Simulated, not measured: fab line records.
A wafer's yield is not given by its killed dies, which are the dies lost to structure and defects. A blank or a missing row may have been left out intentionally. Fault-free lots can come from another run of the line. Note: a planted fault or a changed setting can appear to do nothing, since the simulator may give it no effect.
Struck lot and sound lot, side by side | flow sky130 | 31 out of 708 route steps
Sound: these wafers, L921.2, L921.3, L921.5. Struck: wafers L918.1, L918.3, L918.5. The cause is named last.
For every step that has rows: the tool of each side, followed by ch and its chambers, followed by its first start. Under that, the readings that differ: sound wafers | struck wafers | difference of the means | sigmas: that difference in standard deviations of wafers without a fault.
alike: readings with means less than 2 such deviations apart, plus words and numbers identical on both sides. not compared: withheld readings, readings lacking a value on some wafer, bounds such as >300 that could conceal the same value, and numbers that have no deviation in the record and whose values overlap.
The two part at a step that has a row with sigmas, a row that says differs or no value, or rows on one side only. Non-overlapping numbers with no deviation appear without sigmas and do not part them. A reading that every wafer of one side lacks parts them only if that side has two wafers or more.

SKY_VIA1_ETCH_15: etches SiO2 in C4F8/O2/Ar, stops on TiN, target depth 351 nm, time 54 s.
  sound on rieDiel-03 ch 1,3, day 39 00:07; struck on rieDiel-02 ch 1,2,3, day 37 21:32
  alike: oesProductAu
  not compared: rfHoursCounterH
SKY_VIA1_STRIP_16: strips in O2/N2.
  sound on plasmaAsher-01 ch 0,1, day 39 00:10; struck on plasmaAsher-02 ch 0,1, day 37 21:34
  alike: drypumpMotorCurrentA, oesProductAu, stripTimeToEndpointS
  not compared: rfHoursCounterH
then, 4 steps without rows for these wafers: SKY_VIA1_STRIP_17 (strips in post etch residue remover, time 1200 s); SKY_VIA1_CLEAN_18 (cleans in IPA, time 180 s); SKY_VIA1_CLEAN_19 (cleans in O3/DIW); SKY_VIA1_SPUTTER_20 (material TiN, target thk 20 nm, time 80 s).
SKY_VIA1_CVD_21: deposits W, target thk 270 nm, time 80.902 s.
  sound on cvdW-02 ch 0,1, day 39 00:55; struck on cvdW-02 ch 0,1, day 37 22:14
  alike: heaterPowerOuterW, heaterPowerW
SKY_VIA1_RS_MEAS_22: uses a four-point probe to measure.
  sound on filmMetro-02 at day 39 01:02; struck on filmMetro-03 at day 37 22:21
  alike: VIA1_W_RS
SKY_VIA1_THK_MEAS_23: measures by xrf.
  sound on filmMetro-02 at day 39 01:08; struck on filmMetro-03 at day 37 22:28
  alike: VIA1_W_THK
SKY_VIA1_CMP_24: polishes, stops on SiO2, t overpolish 15 s, target thk 0 nm.
  sound on cmp-02 ch 1,2,3, day 39 01:11; struck on cmp-01 ch 0,1,2, day 37 22:40
  alike: edgeZonePressureFrac, motorCurrentA, overpolishRunS, platenRpm, timeToEndpointS
then, 2 steps without rows for these wafers: SKY_METAL2_SPUTTER_00 (material Ti, target thk 15 nm, time 10 s); SKY_METAL2_SPUTTER_01 (material TiN, target thk 20 nm, time 16.7 s).
SKY_METAL2_SPUTTER_02: material AlCu, target thk 250 nm, time 13.3 s.
  sound on pvdSputter-03 at day 39 01:32; struck on pvdSputter-01 at day 37 23:01
reading                                    | sound             | struck            | difference | sigmas
cathodeDcPowerW (W)                        | 10601 10601 10601 | 10091 10088 10089 | -512       | -99 or more
model.AlCu_of_METAL2_SPUTTER_02.thkNm (nm) | 246.5 251.9 250.6 | 238.6 237.3 239.9 | -11.1      | 
  alike: throttleValvePct
then, 2 steps without rows for these wafers: SKY_METAL2_SPUTTER_03 (material Ti, target thk 5 nm, time 3.3 s); SKY_METAL2_SPUTTER_04 (material TiN, target thk 70 nm, time 61.14 s).
SKY_METAL2_RS_MEAS_05: uses a four-point probe to measure.
  sound on filmMetro-04 at day 39 01:39; struck on filmMetro-04 at day 37 23:31
reading                 | sound                | struck               | difference | sigmas
METAL2_ALCU_RS (ohm/sq) | 0.1285 0.1256 0.1262 | 0.1330 0.1336 0.1321 | +0.0061    | +5
  not compared: hold
SKY_METAL2_THK_MEAS_06: measures by xrf.
  sound on filmMetro-04 at day 39 01:46; struck on filmMetro-04 at day 38 06:58
reading              | sound             | struck            | difference | sigmas
METAL2_ALCU_THK (nm) | 245.7 251.9 250.5 | 237.6 236.9 239.4 | -11.4      | -4
  not compared: hold
then, 7 steps without rows for these wafers: SKY_METAL2_HMDS_08 (prime time 60 s); SKY_METAL2_COAT_09 (resist thk 60 nm); SKY_METAL2_COAT_10 (resist thk 450 nm); SKY_METAL2_SOFTBAKE_11 (time 90 s); SKY_METAL2_EXPOSE_12 (exposes mask MM2, target cd 140 nm); SKY_METAL2_PEB_13; SKY_METAL2_DEVELOP_14 (develop time 60 s).
SKY_METAL2_CD_MEAS_15 targets a cd of 140 nm.
  sound on cdSem-02 at day 40 02:47; struck on cdSem-02 at day 39 00:27
  alike: cdNm
SKY_METAL2_OVL_MEAS_16:
  sound on overlay-01 at day 40 02:53; struck on overlay-02 at day 39 00:34
  alike: METAL2_OVL
then, 2 steps without rows for these wafers: SKY_METAL2_DESCUM_17 (chemistry O2, time 8 s); SKY_METAL2_ETCH_18 (etches BARC in N2/H2, stops on SiO2, time 45.9 s, target depth 60 nm).
SKY_METAL2_METAL_ETCH_19: etches the open film in Cl2/BCl3, stops on SiO2, target depth 360 nm, time 78 s.
  sound on rieMetal-02 ch 0,1, day 40 03:01; struck on rieMetal-02 ch 0,1, day 39 00:43
reading                          | sound             | struck            | difference | sigmas
oesProductAu (a.u.)              | 0.854 0.865 0.859 | 0.839 0.838 0.842 | -0.020     | -3
model.METAL2.featureDepthNm (nm) | 359.1 365.4 363.9 | 352.9 351.5 354.7 | -9.8       | 
model.etch.depthNm (nm)          | 359.1 365.4 363.9 | 352.9 351.5 354.7 | -9.8       | 
  alike: drypumpMotorCurrentA, throttleValvePct
  not compared: rfHoursCounterH
SKY_METAL2_STRIP_20: strips in O2/N2.
  sound on plasmaAsher-02 ch 0,1, day 40 03:06; struck on plasmaAsher-03 ch 0,1, day 39 00:48
  alike: drypumpMotorCurrentA, oesProductAu, stripTimeToEndpointS
  not compared: rfHoursCounterH
-- the record jumps here: 10 days lie between the struck wafers' starts before and after (it left off in module METAL2 and takes up again in module PAD_OPEN, whose first step shown is number 708 of the route) --
SKY_PAD_OPEN_PROBE_99:
  sound on prober-01 at day 49 17:13; struck on prober-02 at day 48 18:37
reading                  | sound                | struck              | difference | sigmas
killed_at_M0_to_M3       | 37 31 32             | 55 48 42            | +15        | +2
killedOpen               | 45 30 37             | 59 41 56            | +15        | +2
sort_bin_6_memory (%)    | 6.3 4.5 6.1          | 9.1 7.5 7.9         | +2.5       | +3
model.etest.met2.rsOhmSq | 0.1302 0.1269 0.1282 | 0.1355 0.1355 0.134 | +0.0066    | 
  alike: defectLimitedYield, killed_at_M4_up, killedAtContacts, killedAtFrontEnd, killedAtOther, killedDies, killedOnRim, killedShort, sort_bin_3_pad_short, sort_bin_5_function, sortNPass, sortYieldPct
  not compared: model.etest.met2.lineOhmUm

WHERE THEY PART
First at SKY_METAL2_SPUTTER_02; last, within this record, at SKY_PAD_OPEN_PROBE_99.

WHY: whatever the simulator had introduced
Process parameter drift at SKY_METAL2_SPUTTER_02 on pvdSputter-01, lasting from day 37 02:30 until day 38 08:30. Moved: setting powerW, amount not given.
